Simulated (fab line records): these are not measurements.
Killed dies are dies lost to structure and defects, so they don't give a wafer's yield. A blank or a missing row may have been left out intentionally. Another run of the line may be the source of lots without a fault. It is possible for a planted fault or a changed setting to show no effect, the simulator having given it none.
One fault seen from 2 desks -- flow gf180mcu -- every desk sees just its own numbers, and what lay behind them comes last

== METROLOGY DESK ==
Lot by lot, what the gauges showed, no matter which tool ran the lot: averages of those sampled wafers that carry a number. Marked OUT: a lot whose mean sits more than 4 standard deviations from the usual mean, which makes it out of limits; the brackets give that distance.
Columns: A = HV_LDD_TW at GF_HV_LDD_TW_MEAS_11, usual 2453; B = NSD_OVL at GF_NSD_OVL_MEAS_08, usual -0.1 nm
lot,first seen here,A,B
L957,day 10 08:03,2438,-1.3
L958,day 10 13:51,2437,1.8
L959,day 11 03:23,2470,2.2
L960,day 11 09:19,2434,0.2
L962,day 11 20:42,2428,-0.8
L963,day 12 00:17,2496,1.3
L964,day 12 09:58,2453,0.9
L965,day 12 19:00,2488,-0.4
L966,day 13 01:33,2448,-2.3
L967,day 13 11:03,2432,-0.5
L968,day 13 17:31,2455,-0.2
L969,day 14 01:34,2467,-0.2
L972,day 15 00:22,2456,-2.7
L974,day 15 15:53,2455,-1.5
This desk's finding: nothing out of limits on any of the 14 lots.

== AT THE TOOL OWNER'S DESK: rieDiel-01 ==
The tool's own readings at GF_HV_LDD_ETCHBACK_58 (etches Si3N4 in CH3F/O2, stops on SiO2, time 100 s, target depth 90 nm): means of the sampled wafers that have a number, for each lot that ran on this tool. Marked OUT: a lot whose mean sits more than 4 standard deviations from the usual mean, which makes it out of limits; the brackets give that distance.
Columns: A = drypumpMotorCurrentA at GF_HV_LDD_ETCHBACK_58, usual 5.7 A; B = oesProductAu at GF_HV_LDD_ETCHBACK_58, usual 0.840 a.u.; C = runLengthS at GF_HV_LDD_ETCHBACK_58, usual 128.2 s; D = throttleValvePct at GF_HV_LDD_ETCHBACK_58, usual 10.561 %
lot,first seen here,A,B,C,D
L957,day 12 22:09,5.8,0.839,127.9,10.568
L960,day 14 01:28,5.9,0.848,127.8,10.558
L962,day 14 13:58,5.8,0.844,128.2,10.559
L969,day 17 00:23,5.8,0.838,128.6,10.560
L972,day 18 03:41,5.8,0.939 (+15) OUT,110.6 (-31) OUT,10.568
L974,day 18 17:46,5.7,0.894 (+8.3) OUT,119.3 (-16) OUT,10.569
This desk's finding: out of limits on L972, L974; first on L972, day 18 03:41 (oesProductAu at GF_HV_LDD_ETCHBACK_58). Within limits: L957, L960, L962, L969.

== TAKEN TOGETHER ==
On L972, L974, at day 18 03:41, an alarm was possible from the tool owner's desk.
The metrology desk saw nothing out of limits.
The metrology desk has L972, L974 on record, within its limits.
Every lot named ran GF_HV_LDD_ETCHBACK_58 on rieDiel-01.

== WHAT THE SIMULATOR PUT IN ==
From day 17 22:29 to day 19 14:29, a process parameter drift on rieDiel-01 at GF_HV_LDD_ETCHBACK_58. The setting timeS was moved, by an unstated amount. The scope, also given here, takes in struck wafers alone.
Struck lots among those shown: L972, L974.
Hours from the fault's start to each desk's first reading out of limits: the tool owner's desk, 5.
